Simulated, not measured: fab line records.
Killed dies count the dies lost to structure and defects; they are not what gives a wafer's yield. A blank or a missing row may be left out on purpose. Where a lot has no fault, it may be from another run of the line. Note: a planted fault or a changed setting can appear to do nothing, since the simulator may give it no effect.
2 desks, one fault :: flow gf180mcu :: every desk sees just its own numbers, and what lay behind them comes last

DESK OF THE TOOL OWNER: litho_track-03
GF_NWELL_SOFTBAKE_03, tool's own readings: per-lot mean of the sampled wafers with a number, covering each lot this tool ran. A lot is out of limits, marked OUT, if its mean lies more than 4 standard deviations from the usual mean; the brackets give that distance.
Columns: A = exhaust_pa at GF_NWELL_SOFTBAKE_03, usual 44.8 Pa; B = heater_power_total_W at GF_NWELL_SOFTBAKE_03, usual 65.32 W; C = plate_temp_C at GF_NWELL_SOFTBAKE_03, usual 110.00 C
lot: L749
first seen here: day 3 15:43
A: 45.1
B: 65.34
C: 110.00

lot: L751
first seen here: day 4 05:59
A: 44.4
B: 65.22
C: 109.92

lot: L752
first seen here: day 4 09:43
A: 44.3
B: 65.33
C: 110.08

lot: L753
first seen here: day 4 15:59
A: 44.5
B: 65.36
C: 110.05

lot: L754
first seen here: day 4 20:25
A: 44.1
B: 63.78 (-11) OUT
C: 108.15 (-13) OUT

lot: L760
first seen here: day 6 03:07
A: 44.7
B: 63.78 (-11) OUT
C: 108.22 (-13) OUT

lot: L769
first seen here: day 8 09:16
A: 45.4
B: 65.42
C: 109.91
This desk's finding: out of limits on L754, L760; first on L754, day 4 20:25 (heater_power_total_W at GF_NWELL_SOFTBAKE_03). Within limits: L749, L751, L752, L753, L769.

AT THE METROLOGY DESK
What the gauges read for every lot (on any tool): the sampled wafers with a number, averaged. A lot is out of limits, marked OUT, if its mean lies more than 4 standard deviations from the usual mean; the brackets give that distance.
Columns: A = POLY_GATE_OXIDATION_THK at GF_POLY_GATE_THK_MEAS_17, usual 4.01 nm; B = HV_LDD_01_OVL at GF_HV_LDD_OVL_MEAS_20, usual 0.3 nm
lot: L747
first seen here: day 9 11:56
A: 4.10
B: -0.3

lot: L749
first seen here: day 10 01:34
A: 4.04
B: 2.6

lot: L750
first seen here: day 10 11:46
A: 3.94
B: 1.7

lot: L751
first seen here: day 10 20:35
A: 4.03
B: -1.3

lot: L752
first seen here: day 11 05:20
A: 4.06
B: -1.2

lot: L753
first seen here: day 11 10:32
A: 3.95
B: 1.1

lot: L754
first seen here: day 11 15:19
A: 3.96
B: 1.8

lot: L759
first seen here: day 13 03:07
A: 3.95
B: -1.8

lot: L760
first seen here: day 13 09:50
A: 3.98
B: 0.0

lot: L762
first seen here: day 13 21:38
A: 4.03
B: 1.6

lot: L765
first seen here: day 14 22:46
A: 4.03
B: -1.7

lot: L766
first seen here: day 15 06:23
A: 4.07
B: 2.5

lot: L768
first seen here: day 15 18:53
A: 3.85
B: -0.9

lot: L769
first seen here: day 16 13:00
A: 4.02
B: 1.2
This desk's finding: nothing out of limits on any of the 14 lots.

TAKEN TOGETHER
The tool owner's desk could have raised an alarm at day 4 20:25, on L754, L760.
Nothing out of limits was seen by the metrology desk.
The metrology desk has L754, L760 on record, within its limits.
GF_NWELL_SOFTBAKE_03 was run on litho_track-03 by each of the lots named.

WHAT THE SIMULATOR HAD INSERTED
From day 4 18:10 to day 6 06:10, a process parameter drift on litho_track-03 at GF_NWELL_SOFTBAKE_03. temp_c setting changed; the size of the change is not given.
Shown lots that were struck: L754, L760.
Hours from the fault's start to each desk's first reading out of limits: the tool owner's desk, 2.
